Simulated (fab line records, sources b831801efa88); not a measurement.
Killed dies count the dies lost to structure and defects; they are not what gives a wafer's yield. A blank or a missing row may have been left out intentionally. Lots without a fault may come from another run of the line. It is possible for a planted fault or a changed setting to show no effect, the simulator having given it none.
Which of the tools did it? | flow sky130 | 10 lots with 30 wafers sampled at 3 steps, on a route of 708 steps

== WHAT EACH GAUGE READ, for each wafer ==
SKY_SD_N_CD_MEAS_07 targets a cd of 380 nm.
lot  | measured     | on        | cd-nm (nm)
L775 | day 28 16:04 | cd-sem-01 | 380.2 379.6 377.6
L776 | day 29 07:29 | cd-sem-02 | 376.7 375.0 375.6
L777 | day 29 10:19 | cd-sem-01 | 379.5 379.9 380.6
L786 | day 32 05:44 | cd-sem-02 | 378.3 381.1 379.3
L790 | day 33 15:50 | cd-sem-02 | 380.6 378.4 378.5
L791 | day 33 16:55 | cd-sem-02 | 380.2 382.6 382.5
L793 | day 34 12:47 | cd-sem-02 | 376.6 376.5 377.0
L794 | day 35 00:15 | cd-sem-02 | 380.9 382.1 384.2
L795 | day 35 04:44 | cd-sem-02 | 377.1 375.1 374.5
L796 | day 35 19:32 | cd-sem-01 | 384.5 382.7 377.8

== WHAT TOOL EACH LOT RAN ON (gives the tool, then ch and the chambers of the sampled wafers, and finally the start) ==
lot  | SKY_LDD_P_STRIP_10                   | SKY_POLY_CUT_ETCH_11
L775 | plasma-asher-04 ch 0,1, day 19 19:54 | rie-diel-02 ch 0,2,3, day 24 23:26
L776 | plasma-asher-04 ch 1, day 20 08:46   | rie-diel-01 ch 0,1,2, day 25 16:55
L777 | plasma-asher-01 ch 0,1, day 20 16:53 | rie-diel-02 ch 1,2, day 25 19:50
L786 | plasma-asher-02 ch 0,1, day 23 17:34 | rie-diel-04 ch 0,2, day 28 18:07
L790 | plasma-asher-02 ch 0,1, day 25 05:50 | rie-diel-02 ch 0,1,3, day 30 04:17
L791 | plasma-asher-02 ch 0, day 25 08:29   | rie-diel-01 ch 1,2, day 30 06:38
L793 | plasma-asher-04 ch 0,1, day 26 08:44 | rie-diel-04 ch 1,3, day 31 05:29
L794 | plasma-asher-04 ch 0,1, day 26 20:35 | rie-diel-02 ch 0,1,2, day 31 16:07
L795 | plasma-asher-02 ch 0,1, day 27 00:38 | rie-diel-01 ch 0,1,3, day 31 21:10
L796 | plasma-asher-01 ch 1, day 27 14:13   | rie-diel-01 ch 2,3, day 32 11:13
- SKY_LDD_P_STRIP_10: strips in O2/N2.
- SKY_POLY_CUT_ETCH_11: etches Si3N4 in CF4/CH2F2/Ar, stops on poly-Si, time 42.5 s, target depth 60 nm.

== THE ANSWER, worked out from the rows above alone ==
Rule: the usual values come from the lots themselves. Put in order of their means at a reading, lots are off if they are a third of the lots or fewer, leave a main group of 4 or more, and stand apart from it by a gap of 3 or more times the standard deviation of the main group's means; of several such gaps the widest counts. A main group is skipped when, at the precision printed for the reading in the tables above, its means are all equal. Also off: a lot with no number at a reading for which 4 or more lots have one. Where the step has rows for the other lots, those lots are counted as sound.
None of the lots is off at any reading shown; this tells nothing.

== WHAT HAD BEEN PUT IN BY THE SIMULATOR ==
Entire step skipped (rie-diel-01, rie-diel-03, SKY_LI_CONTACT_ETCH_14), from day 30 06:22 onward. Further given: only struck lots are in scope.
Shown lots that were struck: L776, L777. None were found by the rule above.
